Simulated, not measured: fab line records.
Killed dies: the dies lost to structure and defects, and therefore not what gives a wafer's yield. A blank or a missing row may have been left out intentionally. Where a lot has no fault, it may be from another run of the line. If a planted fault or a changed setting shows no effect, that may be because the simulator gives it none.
A lot that was struck, set against a sound lot    flow sky130    15 out of 708 route steps
Sound: these wafers, L840.1, L840.2, L840.4. Wafers L842.2, L842.4, L842.6 were the ones struck. The cause comes at the end.
Each step with rows lists, per side, the tool, then ch with its chambers, then its first start. Under that, the readings that differ: sound wafers    struck wafers    difference of the means    sigmas: that difference in standard deviations of wafers without a fault.
alike: readings with means less than 2 such deviations apart, plus words and numbers identical on both sides. not compared: withheld readings, readings lacking a value on some wafer, bounds such as >300 that could conceal the same value, and numbers that have no deviation in the record and whose values overlap.
The two part at a step that has a row with sigmas, a row that says differs or no value, or rows on one side only. Numbers that have no deviation but don't overlap get no sigmas and don't part them. A reading missing from all wafers of one side parts the sides only when that side holds two or more wafers.

SKY_SPACER_ETCHBACK_02: etches Si3N4 in CH3F/O2, stops on SiO2, time 46.7 s, target depth 45 nm.
  sound on rie diel-02 ch 0,1,2, day 24 13:44; struck on rie diel-02 ch 0,3, day 25 15:46
  alike: drypump motor current A, oes product au, throttle valve pct
  not compared: rf hours counter h
then, 8 steps without rows for these wafers: SKY_POLY_CUT_DEHYDRATE_00 (time 60 s); SKY_POLY_CUT_HMDS_01 (prime time 60 s); SKY_POLY_CUT_COAT_02 (resist thk 60 nm); SKY_POLY_CUT_COAT_03 (resist thk 450 nm); SKY_POLY_CUT_SOFTBAKE_04 (time 90 s); SKY_POLY_CUT_EXPOSE_05 (exposes mask NPCM, target cd 270 nm); SKY_POLY_CUT_PEB_06; SKY_POLY_CUT_DEVELOP_07 (develop time 60 s).
SKY_POLY_CUT_CD_MEAS_08 targets a cd of 270 nm.
  sound on cd sem-02, day 25 18:46; struck on cd sem-01, day 26 21:19
  alike: cd nm
SKY_POLY_CUT_OVL_MEAS_09:
  sound on overlay-01, day 25 18:53; struck on overlay-01, day 26 21:25
  alike: POLY_CUT_OVL
SKY_POLY_CUT_ETCH_10: etches BARC in N2/H2, stops on SiO2, time 45.9 s, target depth 60 nm.
  sound on rie diel-02 ch 0,2,3, day 25 18:55; struck on rie diel-02 ch 0,2, day 26 21:27
  alike: drypump motor current A, oes product au, run length s, throttle valve pct
  not compared: rf hours counter h
SKY_POLY_CUT_ETCH_11: etches Si3N4 in CF4/CH2F2/Ar, stops on poly-Si, time 42.5 s, target depth 60 nm.
  sound on rie diel-02 ch 0,2,3, day 25 18:58; struck on rie diel-02 ch 0,2, day 26 21:30
reading                               sound              struck             difference  sigmas
oes product au (a.u.)                 0.813 0.831 0.817  0.747 0.751 0.754  -0.070      -11
run length s (s)                      70.3 71.3 71.0     79.0 78.9 79.6     +8.3        +21
model.POLY_CUT.feature depth nm (nm)  61.2 61.64 60.93   64.63 64.34 64.42  +3.21       
  alike: cf4 flow sccm, drypump motor current A, throttle valve pct
  not compared: rf hours counter h, model.poly-Si_of_POLY_GATE_CVD_00.thk nm
SKY_POLY_CUT_STRIP_12: strips in O2/N2.
  sound on plasma asher-02 ch 0,1, day 25 19:00; struck on plasma asher-03 ch 0, day 26 21:32
  alike: drypump motor current A, o2 flow sccm, oes product au, strip time to endpoint s
  not compared: rf hours counter h
SKY_PAD_OPEN_PROBE_99:
  sound wafers here have rows in the record (prober-02, day 46 22:21); struck ones have none

== WHERE THEY PART ==
At SKY_POLY_CUT_ETCH_11 first; at SKY_PAD_OPEN_PROBE_99 last (within this record only).

WHY: the cause the simulator had injected
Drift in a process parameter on rie diel-02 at SKY_POLY_CUT_ETCH_11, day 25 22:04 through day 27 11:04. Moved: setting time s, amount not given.
